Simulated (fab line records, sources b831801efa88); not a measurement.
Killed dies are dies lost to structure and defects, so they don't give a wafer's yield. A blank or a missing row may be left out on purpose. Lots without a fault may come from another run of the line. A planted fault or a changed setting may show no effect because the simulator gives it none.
One fault seen from 2 desks | flow gf180mcu | each desk has only its own numbers; what lay behind them comes last

THE METROLOGY DESK
What the gauges read, lot by lot, whatever tool the lot ran on: means of the sampled wafers that have a number. A lot is out of limits, marked OUT, if its mean lies more than 4 standard deviations from the usual mean; the brackets give that distance.
Columns: A = CONTACT_CVD_02_THK at GF_CONTACT_THK_MEAS_03, usual 856 nm; B = V1_BOW at GF_V1_BOW_MEAS_05, usual 85 um
lot  | first seen here | A   | B
L309 | day 15 03:47    | 853 | 83
L310 | day 15 20:34    | 855 | 91
L312 | day 16 04:53    | 856 | 87
L311 | day 16 06:56    | 875 | 84
L316 | day 17 21:40    | 852 | 83
L318 | day 18 13:05    | 851 | 80
L319 | day 19 02:44    | 842 | 96
L325 | day 20 19:43    | 863 | 57
L326 | day 21 13:37    | 873 | 56 (-4.1) OUT
L327 | day 21 16:00    | 833 | 51 (-4.7) OUT
L328 | day 21 18:52    | 865 | 88
L329 | day 22 04:18    | 840 | 85
L330 | day 23 07:45    | 848 | 78
L331 | day 23 10:44    | 851 | 81
L332 | day 23 13:37    | 856 | 87
This desk's finding: out of limits on L326, L327; first on L326, day 23 15:43 (V1_BOW at GF_V1_BOW_MEAS_05). In limits: L309, L310, L312, L311, L316, L318, L319, L325, L328, L329, L330, L331, L332.

THE TOOL OWNER'S DESK: hdpcvd-01
The tool's own readings at GF_V1_CVD_00 (deposits SiO2, target thk 600 nm, time 100 s): means of the sampled wafers that have a number, for each lot that ran on this tool. A lot is out of limits, marked OUT, if its mean lies more than 4 standard deviations from the usual mean; the brackets give that distance.
Columns: A = pressure_mtorr at GF_V1_CVD_00, usual 6.001 mTorr; B = run_length_s at GF_V1_CVD_00, usual 128.0 s; C = sih4_flow_sccm at GF_V1_CVD_00, usual 59.95 sccm
lot  | first seen here | A     | B     | C
L309 | day 17 03:32    | 6.006 | 127.8 | 59.93
L319 | day 21 05:46    | 5.996 | 128.1 | 59.89
L328 | day 23 19:48    | 5.997 | 128.9 | 59.81
L330 | day 25 09:59    | 6.009 | 128.4 | 59.96
This desk's finding: nothing out of limits on any of the 4 lots.

PUT TOGETHER
The metrology desk could have raised an alarm at day 23 15:43, on L326, L327.
The tool owner's desk saw nothing out of limits.
The tool owner's desk has no number on record for L326, L327.
Of the lots named, all ran GF_V1_CVD_00 on hdpcvd-01.

WHAT THE SIMULATOR HAD PUT IN
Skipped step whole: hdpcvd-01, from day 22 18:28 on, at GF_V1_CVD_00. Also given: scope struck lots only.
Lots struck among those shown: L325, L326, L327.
Hours from the fault's start to each desk's first reading out of limits: the metrology desk, 21.
